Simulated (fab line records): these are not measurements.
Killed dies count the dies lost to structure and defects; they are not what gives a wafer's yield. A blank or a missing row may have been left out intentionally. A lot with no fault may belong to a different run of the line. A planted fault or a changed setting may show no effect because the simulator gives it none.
Which tool is to blame?	flow sky130	6 lots with 18 wafers sampled at 3 steps, on a route of 708 steps

WHAT EACH GAUGE READ, for each wafer
SKY_METAL2_CD_MEAS_15: target cd 140 nm.
lot	measured	on	cd-nm (nm)
L841	day 36 01:40	cd-sem-01	139.5 139.4 139.6
L844	day 37 02:43	cd-sem-01	141.9 142.6 141.0
L846	day 37 16:19	cd-sem-01	141.3 140.5 140.2
L849	day 38 09:48	cd-sem-01	139.5 140.6 141.6
L855	day 40 07:07	cd-sem-01	140.2 137.9 139.0
L861	day 42 00:10	cd-sem-01	141.3 138.7 140.6

WHICH TOOL RAN EACH LOT (tool, then ch and the chambers of the sampled wafers, then the start)
lot	SKY_RES_PROTECT_STRIP_07	SKY_VIA1_CMP_24
L841	plasma-asher-03 ch 0,1, day 16 00:34	cmp-01 ch 0,1,3, day 34 23:50
L844	plasma-asher-01 ch 0,1, day 17 05:46	cmp-02 ch 0,2,3, day 36 00:40
L846	plasma-asher-04 ch 1, day 17 22:06	cmp-02 ch 0,1,2, day 36 14:04
L849	plasma-asher-01 ch 0,1, day 18 18:03	cmp-02 ch 0,1,3, day 37 07:55
L855	plasma-asher-01 ch 0,1, day 21 04:13	cmp-01 ch 0,1, day 39 07:48
L861	plasma-asher-03 ch 0,1, day 22 20:07	cmp-02 ch 1,3, day 41 00:19
- SKY_RES_PROTECT_STRIP_07: strips in O2/N2.
- SKY_VIA1_CMP_24: polishes, stops on SiO2, t overpolish 15 s, target thk 0 nm.

THE ANSWER, worked out from the rows above alone
Rule: the usual values come from the lots themselves. The widest of any qualifying gaps counts: lots, ordered by their means at a reading, are off when they make up no more than a third of the lots, leave a main group of 4 or more, and stand apart from it by 3 or more times the standard deviation of that group's means. A main group whose means are all the same, to the digits that the tables above print for the reading, isn't used. A lot without any number at a reading at which 4 lots or more have one is off too. Where the step has rows for the other lots, those lots are counted as sound.
Across all readings shown, no lot is off: no conclusion can be drawn from this.

WHAT HAD BEEN PUT IN BY THE SIMULATOR
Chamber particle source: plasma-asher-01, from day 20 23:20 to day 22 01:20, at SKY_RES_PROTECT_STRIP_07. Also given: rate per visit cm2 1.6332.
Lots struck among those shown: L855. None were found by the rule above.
